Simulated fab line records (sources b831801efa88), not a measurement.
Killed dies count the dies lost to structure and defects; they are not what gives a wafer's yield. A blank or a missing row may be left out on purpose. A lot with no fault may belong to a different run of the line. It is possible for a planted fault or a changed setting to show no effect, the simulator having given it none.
The tool behind it: which one? / flow gf180mcu / 11 lots, 33 wafers sampled, at 4 steps of a route of 602

## WHAT THE GAUGES READ, wafer by wafer
GF_MVSD_TW_MEAS_11.
lot=L501; measured=day 4 11:06; on=film metro-01; MVSD_TW=1596 1597 1590
lot=L502; measured=day 4 16:04; on=film metro-01; MVSD_TW=1592 1589 1587
lot=L503; measured=day 5 00:39; on=film metro-02; MVSD_TW=1592 1585 1589
lot=L505; measured=day 5 10:19; on=film metro-02; MVSD_TW=1590 1580 1582
lot=L507; measured=day 5 20:07; on=film metro-04; MVSD_TW=1585 1582 1589
lot=L513; measured=day 7 07:35; on=film metro-01; MVSD_TW=30 30 30 30 30 30
lot=L516; measured=day 8 02:18; on=film metro-02; MVSD_TW=1592 1587 1588
lot=L519; measured=day 8 17:41; on=film metro-02; MVSD_TW=1592 1586 1590
lot=L522; measured=day 9 19:19; on=film metro-02; MVSD_TW=1593 1596 1603
lot=L523; measured=day 9 19:40; on=film metro-04; MVSD_TW=1594 1596 1588
lot=L524; measured=day 10 00:28; on=film metro-01; MVSD_TW=1593 1588 1606

## EACH LOT AND THE TOOL THAT RAN IT (in order: tool; ch and the chambers of the sampled wafers; start)
lot=L501; GF_NWELL_STRIP_10=plasma asher-01 ch 0,1, day 3 08:16; GF_LVPWELL_STRIP_10=plasma asher-04 ch 0,1, day 3 21:44; GF_MVSD_STRIP_10=plasma asher-04 ch 0,1, day 4 11:00
lot=L502; GF_NWELL_STRIP_10=plasma asher-02 ch 0,1, day 3 12:48; GF_LVPWELL_STRIP_10=plasma asher-02 ch 0,1, day 4 02:02; GF_MVSD_STRIP_10=plasma asher-04 ch 0,1, day 4 15:58
lot=L503; GF_NWELL_STRIP_10=plasma asher-01 ch 0,1, day 3 21:30; GF_LVPWELL_STRIP_10=plasma asher-02 ch 0, day 4 10:39; GF_MVSD_STRIP_10=plasma asher-02 ch 0,1, day 5 00:33
lot=L505; GF_NWELL_STRIP_10=plasma asher-01 ch 0, day 4 05:45; GF_LVPWELL_STRIP_10=plasma asher-04 ch 0,1, day 4 19:53; GF_MVSD_STRIP_10=plasma asher-04 ch 0,1, day 5 10:13
lot=L507; GF_NWELL_STRIP_10=plasma asher-01 ch 0,1, day 4 15:43; GF_LVPWELL_STRIP_10=plasma asher-02 ch 0,1, day 5 05:30; GF_MVSD_STRIP_10=plasma asher-02 ch 0,1, day 5 20:00
lot=L513; GF_NWELL_STRIP_10=plasma asher-03 ch 0,1, day 6 01:56; GF_LVPWELL_STRIP_10=plasma asher-02 ch 0,1, day 6 16:29; GF_MVSD_STRIP_10=plasma asher-02 ch 0,1, day 7 07:29
lot=L516; GF_NWELL_STRIP_10=plasma asher-03 ch 0,1, day 6 18:04; GF_LVPWELL_STRIP_10=plasma asher-04 ch 0,1, day 7 09:28; GF_MVSD_STRIP_10=plasma asher-03 ch 0,1, day 8 02:12
lot=L519; GF_NWELL_STRIP_10=plasma asher-02 ch 0,1, day 7 08:25; GF_LVPWELL_STRIP_10=plasma asher-04 ch 0,1, day 8 01:12; GF_MVSD_STRIP_10=plasma asher-02 ch 0,1, day 8 17:35
lot=L522; GF_NWELL_STRIP_10=plasma asher-03 ch 1, day 8 09:27; GF_LVPWELL_STRIP_10=plasma asher-02 ch 0,1, day 9 01:41; GF_MVSD_STRIP_10=plasma asher-03 ch 0,1, day 9 19:13
lot=L523; GF_NWELL_STRIP_10=plasma asher-02 ch 0,1, day 8 09:37; GF_LVPWELL_STRIP_10=plasma asher-04 ch 0,1, day 9 01:46; GF_MVSD_STRIP_10=plasma asher-03 ch 0,1, day 9 19:34
lot=L524; GF_NWELL_STRIP_10=plasma asher-01 ch 0,1, day 8 13:22; GF_LVPWELL_STRIP_10=plasma asher-01 ch 1, day 9 06:21; GF_MVSD_STRIP_10=plasma asher-04 ch 0, day 10 00:22
- GF_NWELL_STRIP_10: strips in O2/N2.
- GF_LVPWELL_STRIP_10: strips in O2/N2.
- GF_MVSD_STRIP_10: strips in O2/N2.

## THE ANSWER, worked out from the rows above alone
Rule: the usual values come from the lots themselves. The widest of any qualifying gaps counts: lots, ordered by their means at a reading, are off when they make up no more than a third of the lots, leave a main group of 4 or more, and stand apart from it by 3 or more times the standard deviation of that group's means. The tables above print the reading to a certain number of digits; a main group whose means all agree to those digits is not used. A lot without any number at a reading at which 4 lots or more have one is off too. All remaining lots with rows at the step are treated as sound.
Off: L513, at GF_MVSD_TW_MEAS_11 (MVSD_TW). For the main group the mean is 1591 and the standard deviation 4.1.
A tool fits if, at a process step before that reading, it ran every lot that is off, and no sound lot after the first of them. Those tools and the gauges at GF_MVSD_TW_MEAS_11 are tried in the same way. Of those tried, none fits.

## WHAT WAS PUT IN BY THE SIMULATOR
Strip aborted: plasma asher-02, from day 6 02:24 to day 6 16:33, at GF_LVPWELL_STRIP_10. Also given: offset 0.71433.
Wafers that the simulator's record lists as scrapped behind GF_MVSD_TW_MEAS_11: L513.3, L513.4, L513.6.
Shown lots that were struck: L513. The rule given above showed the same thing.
